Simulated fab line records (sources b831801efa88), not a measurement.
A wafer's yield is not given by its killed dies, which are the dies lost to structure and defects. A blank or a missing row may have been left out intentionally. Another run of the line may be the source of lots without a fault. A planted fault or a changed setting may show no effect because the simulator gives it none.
Chamber matching | flow gf180mcu | 3 sister chambers for GF_MIM_CVD_05 on pecvd-04
The step deposits Si3N4, target thk 42 nm, time 29.086 s. 3 wafers are shown with their chamber, then 12 later ones without.

EACH WAFER AND ITS CHAMBER
wafer  | chamber | heaterPowerW (W)
L086.3 | 1       | 665
L090.2 | 2       | 526
L090.4 | 0       | 516

WAFERS WITH NO CHAMBER GIVEN
wafer  | heaterPowerW (W)
L091.1 | 675
L091.4 | 683
L091.6 | 586
L094.2 | 519
L094.3 | 526
L094.6 | 533
L095.2 | 579
L095.3 | 646
L095.4 | 594
L097.1 | 506
L097.3 | 592
L097.4 | 519

WHICH CHAMBER EACH ONE RAN IN
wafer  | from the rows above          | in truth
L091.1 | 1                            | 1
L091.4 | 1                            | 1
L091.6 | can't be placed: 2 or 0 or 1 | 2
L094.2 | can't be placed: 0 or 2      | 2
L094.3 | can't be placed: 2 or 0      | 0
L094.6 | can't be placed: 2 or 0      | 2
L095.2 | can't be placed: 2 or 0 or 1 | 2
L095.3 | 1                            | 1
L095.4 | can't be placed: 2 or 1 or 0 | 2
L097.1 | can't be placed: 0 or 2      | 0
L097.3 | can't be placed: 2 or 1 or 0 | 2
L097.4 | can't be placed: 0 or 2      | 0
Placed correctly: 3 of 12. Cannot be placed on the basis of these rows: 9; the candidates contain the true chamber in 9. Number placed wrongly: 0.
How it was worked out, from the rows above alone: a wafer's distance from a chamber is the root of the sum, over the readings, of the square of ((its reading less the chamber's mean) divided by the reading's scatter). If the next closest chamber is less than 2 further off than the closest, the wafer can't be placed; otherwise it belongs to the closest. A chamber's mean is the mean of its shown wafers. The scatter (one wafer shown for each chamber): square how far every hidden wafer sits from the nearest shown wafer, average those squares and take the square root.
